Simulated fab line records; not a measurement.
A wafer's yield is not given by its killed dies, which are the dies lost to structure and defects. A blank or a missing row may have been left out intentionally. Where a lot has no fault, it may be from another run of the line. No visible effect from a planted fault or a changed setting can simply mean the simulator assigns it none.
One fault seen from 2 desks + flow sky130 + only its own numbers are on each desk; what lay behind them is given at the end

## AT THE METROLOGY DESK
What the gauges read, lot by lot, whatever tool the lot ran on: means of the sampled wafers that have a number. The brackets show how far a lot's mean lies from the usual mean; more than 4 standard deviations puts the lot out of limits, marked OUT.
Columns: A = VIA4_W_RS at SKY_VIA4_RS_MEAS_19, usual 0.2283 ohm/sq; B = VIA4_W_THK at SKY_VIA4_THK_MEAS_20, usual 510 nm; C = METAL5_ALCU_RS at SKY_METAL5_RS_MEAS_05, usual 0.0272 ohm/sq; D = METAL5_ALCU_THK at SKY_METAL5_THK_MEAS_06, usual 1133 nm
| lot  | first seen here | A      | B   | C      | D    |
|------|-----------------|--------|-----|--------|------|
| L432 | day 42 01:36    | 0.2282 | 508 | 0.0267 | 1149 |
| L440 | day 44 19:08    | 0.2280 | 513 | 0.0274 | 1118 |
| L444 | day 45 19:09    | 0.2275 | 509 | 0.0275 | 1122 |
| L454 | day 48 02:26    | 0.2297 | 509 | 0.0275 | 1119 |
| L455 | day 48 15:30    | 0.2260 | 512 | 0.0271 | 1134 |
Finding of this desk: none of the 5 lots has anything out of limits.

## FOR THE TOOL OWNER'S DESK: pvd-sputter-01
The tool's own readings at SKY_METAL5_SPUTTER_02 (material AlCu, target thk 1150 nm, time 61.2 s): means of the sampled wafers that have a number, for each lot that ran on this tool. The brackets show how far a lot's mean lies from the usual mean; more than 4 standard deviations puts the lot out of limits, marked OUT.
Columns: A = cathode-dc-power-W at SKY_METAL5_SPUTTER_02, usual 10600 W; B = chamber-pressure-pa at SKY_METAL5_SPUTTER_02, usual 0.4000 Pa; C = throttle-valve-pct at SKY_METAL5_SPUTTER_02, usual 30.7 %
| lot  | first seen here | A     | B                | C    |
|------|-----------------|-------|------------------|------|
| L432 | day 42 02:08    | 10599 | 0.4004           | 30.4 |
| L444 | day 45 20:49    | 10600 | 0.4146 (+18) OUT | 31.5 |
Finding of this desk: L444 out of limits; the first was L444 at day 45 20:49, on chamber-pressure-pa at SKY_METAL5_SPUTTER_02. L432 stayed within limits.

## ALL TOGETHER
The tool owner's desk could have raised an alarm at day 45 20:49, on L444.
Nothing out of limits was seen by the metrology desk.
The metrology desk has L444 on record, within its limits.
The lots listed all ran SKY_METAL5_SPUTTER_02 on pvd-sputter-01.

## WHAT THE SIMULATOR PUT IN
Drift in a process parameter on pvd-sputter-01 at SKY_METAL5_SPUTTER_02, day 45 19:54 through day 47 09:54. Setting chamber-pressure-pa, moved by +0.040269, from 0.4. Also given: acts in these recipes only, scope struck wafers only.
Struck lots among those shown: L444.
Hours from the fault's start to each desk's first reading out of limits: the tool owner's desk, 1.
